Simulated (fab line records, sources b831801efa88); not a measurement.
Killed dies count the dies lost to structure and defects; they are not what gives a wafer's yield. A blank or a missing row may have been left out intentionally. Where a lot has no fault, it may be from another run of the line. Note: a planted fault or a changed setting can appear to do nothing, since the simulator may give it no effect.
A lot that was struck, set against a sound lot | flow sky130 | 20 out of 708 route steps
Sound: wafers L399.1, L399.4, L399.5. Struck: wafer L405.6; the same lot's L405.2 was not struck, so it is left out; see the end for the cause.
Each step with rows lists, per side, the tool, then ch with its chambers, then its first start. Under that, the readings that differ: sound wafers | struck wafers | difference of the means | sigmas: that difference in standard deviations of wafers without a fault.
alike: a reading whose means differ by less than 2 such deviations, as well as words and numbers matching on both sides. not compared: withheld readings; readings where some wafer has no value; bounds like >300 that might hide an equal value; numbers whose values overlap and for which the record gives no deviation.
A row with sigmas, a row that says differs or no value, or rows on one side alone: a step with any of these is where the two part. Numbers that don't overlap but have no deviation are shown without sigmas and don't part them. A reading that every wafer of one side lacks parts them only if that side has two wafers or more.

SKY_POLY_GATE_CD_MEAS_22:
  sound on cdSem-02 at day 20 17:20; struck on cdSem-01 at day 22 12:12
  alike: cdNm
then, 7 steps without rows for these wafers: SKY_LDD_N_DEHYDRATE_00 (time 60 s); SKY_LDD_N_HMDS_01 (prime time 60 s); SKY_LDD_N_COAT_02 (resist thk 300 nm); SKY_LDD_N_SOFTBAKE_03 (time 60 s); SKY_LDD_N_EXPOSE_04 (exposes mask NTM, target cd 840 nm); SKY_LDD_N_PEB_05; SKY_LDD_N_DEVELOP_06 (develop time 60 s).
SKY_LDD_N_OVL_MEAS_07:
  sound on overlay-02 at day 22 00:04; struck on overlay-02 at day 23 19:20
  alike: LDD_N_OVL
then, 3 steps without rows for these wafers: SKY_LDD_N_IMPLANT_08; SKY_LDD_N_IMPLANT_09; SKY_LDD_N_IMPLANT_10.
SKY_LDD_N_IMPLANT_11:
  sound on implanter-03 ch 0, day 22 00:33; struck on implanter-03 ch 0, day 23 19:51
reading          | sound             | struck | difference | sigmas
beamOnS (s)      | 10.18 10.20 10.01 | 12.10  | +1.97      | +10
faradayCurrentUA | 416 413 421       | 349    | -68        | -8
then, 4 steps without rows for these wafers: SKY_LDD_N_IMPLANT_12; SKY_LDD_N_IMPLANT_13; SKY_LDD_N_IMPLANT_14; SKY_LDD_N_IMPLANT_15.
SKY_LDD_N_STRIP_16: strips in O2/N2.
  sound on plasmaAsher-04 ch 0,1, day 22 01:18; struck on plasmaAsher-03 ch 1, day 23 20:34
reading                  | sound             | struck | difference | sigmas
stripTimeToEndpointS (s) | 4.291 4.302 4.311 | 4.334  | +0.033     | +3
  alike: drypumpMotorCurrentA, oesProductAu
  not compared: rfHoursCounterH
SKY_LDD_N_TW_MEAS_17:
  sound on filmMetro-04 at day 22 01:24; struck on filmMetro-01 at day 23 20:41
  alike: LDD_N_TW
-- here the record skips 26 days between the struck wafers' starts before and after, leaving off in module LDD_N and picking up in module PAD_OPEN (first step shown: number 708 of the route) --
SKY_PAD_OPEN_PROBE_99:
  sound on prober-01 at day 49 02:03; struck on prober-01 at day 50 08:26
reading                  | sound           | struck | difference | sigmas
model.etest.tipN.rsOhmSq | 450 445.7 448.8 | 428.6  | -19.6      | 
  alike: killed_at_M0_to_M3, killed_at_M4_up, killedAtContacts, killedAtFrontEnd, killedAtOther, killedDies, killedOnRim, killedOpen, killedShort

== WHERE THEY PART ==
First at SKY_LDD_N_IMPLANT_11; last, within this record, at SKY_LDD_N_STRIP_16. Later steps at which nothing parts them and some readings are alike: SKY_LDD_N_TW_MEAS_17, SKY_PAD_OPEN_PROBE_99.

WHY: what the simulator had put in
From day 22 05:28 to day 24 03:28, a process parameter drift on implanter-03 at SKY_LDD_N_IMPLANT_11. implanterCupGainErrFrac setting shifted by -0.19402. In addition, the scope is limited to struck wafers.
